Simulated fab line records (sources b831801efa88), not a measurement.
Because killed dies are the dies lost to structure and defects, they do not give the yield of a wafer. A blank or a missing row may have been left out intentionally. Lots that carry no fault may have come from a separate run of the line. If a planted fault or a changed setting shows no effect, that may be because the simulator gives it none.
One fault seen from 2 desks | flow gf180mcu | only its own numbers are on each desk; what lay behind them is given at the end

FOR THE TOOL OWNER'S DESK: implanter-03
GF_HV_LDD_IMPLANT_34, tool's own readings: per-lot mean of the sampled wafers with a number, covering each lot this tool ran. A lot is out of limits, marked OUT, if its mean lies more than 4 standard deviations from the usual mean; the brackets give that distance.
Columns: A = dose ions cm2 at GF_HV_LDD_IMPLANT_34, usual 7.5e+12; B = faraday current uA at GF_HV_LDD_IMPLANT_34, usual 42.3
lot  | first seen here | A                         | B
L914 | day 12 01:42    | 7.5e+12                   | 42.7
L915 | day 12 04:01    | 7.5e+12                   | 42.0
L916 | day 12 15:41    | 8.7e+12 (+99 or more) OUT | 49.8 (+8.3) OUT
L918 | day 13 02:28    | 8.7e+12 (+99 or more) OUT | 49.5 (+8.0) OUT
L929 | day 16 13:08    | 7.5e+12                   | 41.7
L930 | day 16 19:31    | 7.5e+12                   | 41.8
L936 | day 18 14:22    | 7.5e+12                   | 42.7
Finding of this desk: L916, L918 out of limits; the first was L916 at day 12 15:41, on dose ions cm2 at GF_HV_LDD_IMPLANT_34. L914, L915, L929, L930, L936: within limits.

THE METROLOGY DESK
What the gauges read, lot by lot, whatever tool the lot ran on: means of the sampled wafers that have a number. A lot is out of limits, marked OUT, if its mean lies more than 4 standard deviations from the usual mean; the brackets give that distance.
Columns: A = HV_LDD_RS at GF_HV_LDD_RS_MEAS_53, usual 418.7 ohm/sq; B = V1_OVL at GF_V1_OVL_MEAS_15, usual 1 nm
lot  | first seen here | A     | B
L914 | day 12 21:58    | 418.0 | 0
L915 | day 13 01:01    | 419.5 | -11
L916 | day 13 11:20    | 415.8 | -3
L918 | day 13 23:20    | 416.1 | -2
L923 | day 15 11:43    | 418.6 | 4
L927 | day 16 21:42    | 419.0 | 0
L929 | day 17 12:16    | 418.4 | -1
L930 | day 17 19:27    | 419.4 | 6
L931 | day 18 03:01    | 417.9 | -1
L932 | day 18 08:46    | 419.1 | 15
L934 | day 19 08:06    | 418.8 | 1
L935 | day 19 08:50    | 418.0 | 1
L936 | day 19 15:34    | 418.2 | -3
L937 | day 20 02:40    | 418.4 | -5
Result from this desk: across the 14 lots, nothing is out of limits.

ALL TOGETHER
At day 12 15:41, on L916, L918, the tool owner's desk was in a position to raise an alarm.
Metrology desk: nothing out of limits seen.
The metrology desk holds a record of L916, L918, inside its limits.
On implanter-03, each named lot ran GF_HV_LDD_IMPLANT_34.

WHAT THE SIMULATOR HAD INSERTED
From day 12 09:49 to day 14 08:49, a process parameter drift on implanter-03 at GF_HV_LDD_IMPLANT_34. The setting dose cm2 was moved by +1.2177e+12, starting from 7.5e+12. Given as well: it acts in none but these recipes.
Struck lots among those shown: L916, L918.
Time in hours from fault onset to the first out-of-limits reading at each desk: the tool owner's desk, 6.
